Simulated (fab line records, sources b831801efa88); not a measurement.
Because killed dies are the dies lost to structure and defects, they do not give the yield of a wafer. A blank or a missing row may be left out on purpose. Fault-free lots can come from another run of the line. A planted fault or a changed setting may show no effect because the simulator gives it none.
fab line records	flow gf180mcu
[record] lots = 5	wafers = 15	last_day = 34
route steps=602 shown NWELL@52 LVPWELL@54 MVSD@66 MVPSD@78
lots untouched by any fault: they come from a run of this same line in which no faults occurred
start_h: hours from the record's first day to the start of the lot's first wafer shown	wait_h: how many hours have passed since the lot's step before this one	" unchanged from the row above	L1.1+2: a row that stands for several wafers	- no value, or no start was given	* or withheld: withheld	< > ~ a bound
route shown NAME@n: names a module that has steps shown in the file, with the first one's number in the route	usual: the fault-free wafers' mean and standard deviation	same: alike in all rows	chamber/n: place in a boat	sites: readings site by site	_std_site: the values' standard deviation	_edge_site: the outer-site mean with the inner-site mean subtracted	radius_mm: how far each site lies from the wafer's centre	mask NAME#n: copy n	behind: the tool/chamber that last shaped the wafer	hold: reason for holding the lot/hours on hold/outcome of the hold	device: transistor that didn't switch, given as n, p or np	end of line: the route-end tests of the same wafers	where a step has no rows: the recipe by itself	killed: count of dies lost to structure and defects at first sort (not the wafer's yield)	map: dies across one wafer; x = killed, . = not, _ = none there
set.NAME: the setting that was run; set.NAME@STEP: the one run at that earlier step	model.NAME: the simulator's own value behind a step, which no gauge read
lots at some steps of the route; a table a step, a row a wafer
services: the hour from which a tool's chamber was out of use, counted from the record's first day as start_h (under 0 if before that day), plus the number of hours and why
[[steps]]
[step GF_NWELL_STRIP_10]
[recipe] chemistry = O2/N2	power_w = 1400	pressure_mtorr = 1500	platen_temp_c = 250	o2_flow_sccm = 3000	n2_flow_sccm = 300	overash_fraction = 0.5
[usual] drypump_motor_current_A = 6.0/0.47	heater_power_w = 348/28	oes_product_au = 0.722/0.0046	strip_time_to_endpoint_s = 37.00/0.11
lot.wafer	tool	chamber	start_h	wait_h	drypump_motor_current_A	heater_power_w	oes_product_au	rf_hours_counter_h	strip_time_to_endpoint_s
L615.1	plasma_asher-03	1	55.74	0.1	5.8	318	0.722	41	36.94
L615.2	"	0	"	"	5.9	347	0.723	41	37.06
L615.3	"	1	"	"	5.8	318	0.723	-	37.02
L617.1	plasma_asher-03	0	64.76	0.1	5.9	363	0.726	42	36.84
L617.2	"	1	"	"	5.8	325	0.723	42	36.78
L617.4	"	0	"	"	5.9	356	0.728	-	36.76
L626.1	plasma_asher-03	0	120.85	0.1	5.9	349	0.728	0	37.03
L626.2	"	1	"	"	5.8	331	0.723	0	37.09
L626.6	"	0	"	"	5.9	354	0.717	-	37.05
L630.1	plasma_asher-02	0	140.70	0.1	5.4	345	0.718	50	37.22
L630.3	"	1	"	"	6.8	395	0.726	-	37.30
L630.6	"	0	"	"	5.4	347	0.716	-	37.19
L636.2	plasma_asher-03	1	170.35	0.1	5.8	320	0.716	7	36.92
L636.3	"	0	"	"	5.9	354	0.726	-	36.97
L636.5	"	1	"	"	5.8	316	0.732	-	36.93
[step GF_NWELL_TW_MEAS_11]
[usual] NWELL_TW = 1565/19
lot.wafer	tool	chamber	start_h	wait_h	NWELL_TW
L615.1	film_metro-04	-	55.84	0.1	1573
L615.2	"	-	"	"	1575
L615.3	"	-	"	"	1580
L617.1	film_metro-03	-	64.86	0.1	1600
L617.2	"	-	"	"	1589
L617.4	"	-	"	"	1583
L626.1	film_metro-01	-	120.95	0.1	1534
L626.2	"	-	"	"	1536
L626.6	"	-	"	"	1539
L630.1	film_metro-03	-	140.80	0.1	1582
L630.3	"	-	"	"	1572
L630.6	"	-	"	"	1581
L636.2	film_metro-03	-	170.46	0.1	1576
L636.3	"	-	"	"	1569
L636.5	"	-	"	"	1583
[step GF_LVPWELL_DEHYDRATE_00]
[recipe] temp_c = 200	time_s = 60
[step GF_LVPWELL_HMDS_01]
[recipe] prime_time_s = 60	prime_temp_c = 120
[step GF_LVPWELL_COAT_02]
[recipe] spin_rpm = 2000	resist_thk_nm = 3000
[step GF_LVPWELL_SOFTBAKE_03]
[recipe] temp_c = 110	time_s = withheld
[step GF_LVPWELL_EXPOSE_04]
[recipe] mask_id = LVPWELL	target_cd_nm = 600	na = 0.6	source_shape = conventional	sigma_outer = 0.6	dose_mj = 260
[step GF_LVPWELL_PEB_05]
[recipe] temp_c = 115	time_s = withheld
[step GF_LVPWELL_DEVELOP_06]
[recipe] wall_angle_deg = 90	develop_time_s = 60	dev_temp_c = 23
[step GF_LVPWELL_OVL_MEAS_07]
[usual] LVPWELL_OVL = -1.3/1.3
lot.wafer	tool	chamber	start_h	wait_h	LVPWELL_OVL[nm]
L615.1	overlay-02	-	68.15	-	0.1
L615.2	"	-	"	"	-0.3
L615.3	"	-	"	"	-0.4
L617.1	overlay-02	-	77.02	-	-1.0
L617.2	"	-	"	"	0.2
L617.4	"	-	"	"	-1.7
L626.1	overlay-01	-	135.96	-	-1.1
L626.2	"	-	"	"	-1.4
L626.6	"	-	"	"	-0.9
L630.1	overlay-02	-	156.00	-	-0.1
L630.3	"	-	"	"	0.0
L630.6	"	-	"	"	-0.8
L636.2	overlay-01	-	187.01	-	-0.5
L636.3	"	-	"	"	-3.3
L636.5	"	-	"	"	-2.4
[step GF_LVPWELL_IMPLANT_08]
[recipe] species = B	energy_kev = 170	dose_cm2 = 1.5e+13	tilt_deg = 0
[step GF_LVPWELL_IMPLANT_09]
[recipe] species = B	energy_kev = 60	dose_cm2 = 5e+12	tilt_deg = 0
[step GF_LVPWELL_STRIP_10]
[recipe] chemistry = O2/N2	power_w = 1400	pressure_mtorr = 1500	platen_temp_c = 250	o2_flow_sccm = 3000	n2_flow_sccm = 300	overash_fraction = 0.5
[usual] drypump_motor_current_A = 5.6/0.59	heater_power_w = 334/35	oes_product_au = 0.723/0.0048	strip_time_to_endpoint_s = 36.97/0.096
lot.wafer	tool	chamber	start_h	wait_h	drypump_motor_current_A	heater_power_w	oes_product_au	rf_hours_counter_h	strip_time_to_endpoint_s	model.coat_of_LVPWELL_COAT_02.thk_nm
L615.1	plasma_asher-04	0	68.49	0.1	5.2	312	0.722	37	37.09	0
L615.2	"	1	"	"	5.3	300	0.717	37	37.01	0
L615.3	"	1	"	"	5.2	308	0.721	-	37.12	0
L617.1	plasma_asher-04	0	77.36	0.1	5.2	309	0.730	38	37.03	0
L617.2	"	1	"	"	5.2	297	0.717	38	36.96	0
L617.4	"	1	"	"	5.3	296	0.723	-	37.02	0
L626.1	plasma_asher-02	0	136.29	0.1	5.4	341	0.716	50	36.79	0
L626.2	"	1	"	"	6.8	388	0.734	50	36.81	0
L626.6	"	0	"	"	5.4	344	0.718	-	36.82	0
L630.1	plasma_asher-04	1	156.34	0.1	5.3	302	0.944	47	-	1421
L630.3	"	1	"	"	5.3	301	0.931	-	-	1424
L630.6	"	0	"	"	5.2	319	0.944	-	-	1424
L636.2	plasma_asher-02	0	187.34	0.1	5.4	343	0.729	56	36.98	0
L636.3	"	0	"	"	5.4	346	0.720	-	37.03	0
L636.5	"	0	"	"	5.4	350	0.718	-	36.86	0
[step GF_LVPWELL_TW_MEAS_11]
[usual] LVPWELL_TW = 553/7
lot.wafer	tool	chamber	start_h	wait_h	LVPWELL_TW
L615.1	film_metro-01	-	68.59	0.1	552
L615.2	"	-	"	"	552
L615.3	"	-	"	"	551
L617.1	film_metro-03	-	77.46	0.1	567
L617.2	"	-	"	"	565
L617.4	"	-	"	"	561
L626.1	film_metro-01	-	136.39	0.1	550
L626.2	"	-	"	"	549
L626.6	"	-	"	"	549
L630.1	film_metro-03	-	156.44	0.1	561
L630.3	"	-	"	"	561
L630.6	"	-	"	"	564
L636.2	film_metro-01	-	187.45	0.1	547
L636.3	"	-	"	"	546
L636.5	"	-	"	"	548
[step GF_MVSD_DEHYDRATE_00]
[recipe] temp_c = 200	time_s = 60
[step GF_MVSD_HMDS_01]
[recipe] prime_time_s = 60	prime_temp_c = 120
[step GF_MVSD_COAT_02]
[recipe] spin_rpm = 2000	resist_thk_nm = 3000
[step GF_MVSD_SOFTBAKE_03]
[recipe] temp_c = 110	time_s = withheld
[step GF_MVSD_EXPOSE_04]
[recipe] mask_id = MVSD	target_cd_nm = 1000	na = 0.6	source_shape = conventional	sigma_outer = 0.6	dose_mj = 260
[step GF_MVSD_PEB_05]
[recipe] temp_c = 115	time_s = withheld
[step GF_MVSD_DEVELOP_06]
[recipe] wall_angle_deg = 90	develop_time_s = 60	dev_temp_c = 23
[step GF_MVSD_OVL_MEAS_07]
[usual] MVSD_OVL = -0.8/1.3
lot.wafer	tool	chamber	start_h	wait_h	MVSD_OVL[nm]
L615.1	overlay-01	-	81.27	-	-1.9
L615.2	"	-	"	"	-0.4
L615.3	"	-	"	"	-1.8
L617.1	overlay-01	-	90.20	-	-0.1
L617.2	"	-	"	"	0.2
L617.4	"	-	"	"	0.2
L626.1	overlay-02	-	151.80	-	1.7
L626.2	"	-	"	"	-0.5
L626.6	"	-	"	"	1.2
L630.1	overlay-02	-	171.91	-	-1.9
L630.3	"	-	"	"	-0.3
L630.6	"	-	"	"	-0.5
L636.2	overlay-01	-	203.98	-	-2.5
L636.3	"	-	"	"	-0.9
L636.5	"	-	"	"	-2.4
[step GF_MVSD_IMPLANT_08]
[recipe] species = P	energy_kev = 400	dose_cm2 = 1.6e+13	tilt_deg = 0
[step GF_MVSD_IMPLANT_09]
[recipe] species = P	energy_kev = 100	dose_cm2 = 5e+12	tilt_deg = 0
[step GF_MVSD_STRIP_10]
[recipe] chemistry = O2/N2	power_w = 1400	pressure_mtorr = 1500	platen_temp_c = 250	o2_flow_sccm = 3000	n2_flow_sccm = 300	overash_fraction = 0.5
[usual] drypump_motor_current_A = 5.9/0.57	heater_power_w = 346/30	oes_product_au = 0.723/0.005	strip_time_to_endpoint_s = 36.99/0.12
lot.wafer	tool	chamber	start_h	wait_h	drypump_motor_current_A	heater_power_w	oes_product_au	rf_hours_counter_h	strip_time_to_endpoint_s
L615.1	plasma_asher-02	1	81.61	0.1	6.8	393	0.718	43	37.00
L615.2	"	0	"	"	5.4	339	0.718	43	37.04
L615.3	"	0	"	"	5.4	344	0.719	-	37.00
L617.1	plasma_asher-03	0	90.54	0.1	5.9	352	0.727	45	37.06
L617.2	"	1	"	"	5.9	323	0.725	45	37.00
L617.4	"	0	"	"	5.9	350	0.721	-	37.13
L626.1	plasma_asher-03	1	152.14	0.1	5.9	317	0.716	5	37.02
L626.2	"	0	"	"	5.9	356	0.721	5	37.13
L626.6	"	0	"	"	5.9	346	0.718	-	37.09
L630.1	plasma_asher-03	1	172.25	0.1	5.8	327	0.728	8	58.09
L630.3	"	0	"	"	5.9	349	0.725	-	58.12
L630.6	"	0	"	"	5.9	355	0.732	-	58.00
L636.2	plasma_asher-03	1	204.31	0.1	5.8	313	0.724	11	36.83
L636.3	"	0	"	"	5.9	345	0.717	-	36.83
L636.5	"	1	"	"	5.8	321	0.722	-	36.83
[step GF_MVSD_TW_MEAS_11]
[usual] MVSD_TW = 1573/20
lot.wafer	tool	chamber	start_h	wait_h	MVSD_TW
L615.1	film_metro-03	-	81.71	0.1	1579
L615.2	"	-	"	"	1585
L615.3	"	-	"	"	1590
L617.1	film_metro-03	-	90.64	0.1	1585
L617.2	"	-	"	"	1586
L617.4	"	-	"	"	1588
L626.1	film_metro-03	-	152.24	0.1	1588
L626.2	"	-	"	"	1590
L626.6	"	-	"	"	1582
L630.1	film_metro-01	-	172.35	0.1	29
L630.3	"	-	"	"	29
L630.6	"	-	"	"	29
L636.2	film_metro-01	-	204.42	0.1	1539
L636.3	"	-	"	"	1539
L636.5	"	-	"	"	1539
[step GF_MVPSD_DEHYDRATE_00]
[recipe] temp_c = 200	time_s = 60
[[services]]
tool	chamber	start_h	hours	kind
plasma_asher-03	-	46.59	4.1	repair
plasma_asher-02	-	51.21	2.8	repair
plasma_asher-04	-	61.05	2.8	pm
plasma_asher-02	-	73.50	2.8	pm
plasma_asher-04	-	85.24	10.1	repair
plasma_asher-03	-	108.75	9.0	pm
plasma_asher-03	0	108.75	9.0	vent_cycle
plasma_asher-03	1	108.75	9.0	vent_cycle
plasma_asher-03	0	117.75	-	clean
plasma_asher-03	1	117.75	-	clean
plasma_asher-03	-	129.35	1.6	repair
[[key]]
[first_sign] step = GF_LVPWELL_STRIP_10	reading = oes_product_au	direction = up	sigmas = 45	usual = 0.723	struck = 0.940
[effect] step = GF_MVSD_STRIP_10	reading = strip_time_to_endpoint_s	direction = up	sigmas = 99+	usual = *	struck = *
[effect] step = GF_MVSD_TW_MEAS_11	reading = MVSD_TW	direction = down	sigmas = 77	usual = 1573	struck = 29
[model_effect] step = GF_LVPWELL_STRIP_10	value = coat_of_LVPWELL_COAT_02.thk_nm	without = 0	struck = 1423
met_at GF_LVPWELL_STRIP_10
struck_wafers L630.1,L630.3,L630.6
sort_left_out L630.1,L630.3,L630.6
tester_left_out L630
onset_between 77.36 156.34
[fault] kind = strip_aborted	tool = plasma_asher-04	chamber = -	onset_h = 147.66	steps = GF_LVPWELL_STRIP_10	offset = 0.71597	end_h = 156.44
// tester_left_out: of these lots the tester's yield and bins aren't shown, on N5 and GAA mostly nor the transistor test; their killed dies are dies lost to structure and defects alone, not to doping, threshold or leakage, so they don't give the yield
// sort_left_out: the simulated sort isn't trusted on such a fault, so these wafers' sort isn't shown, and their yield isn't known
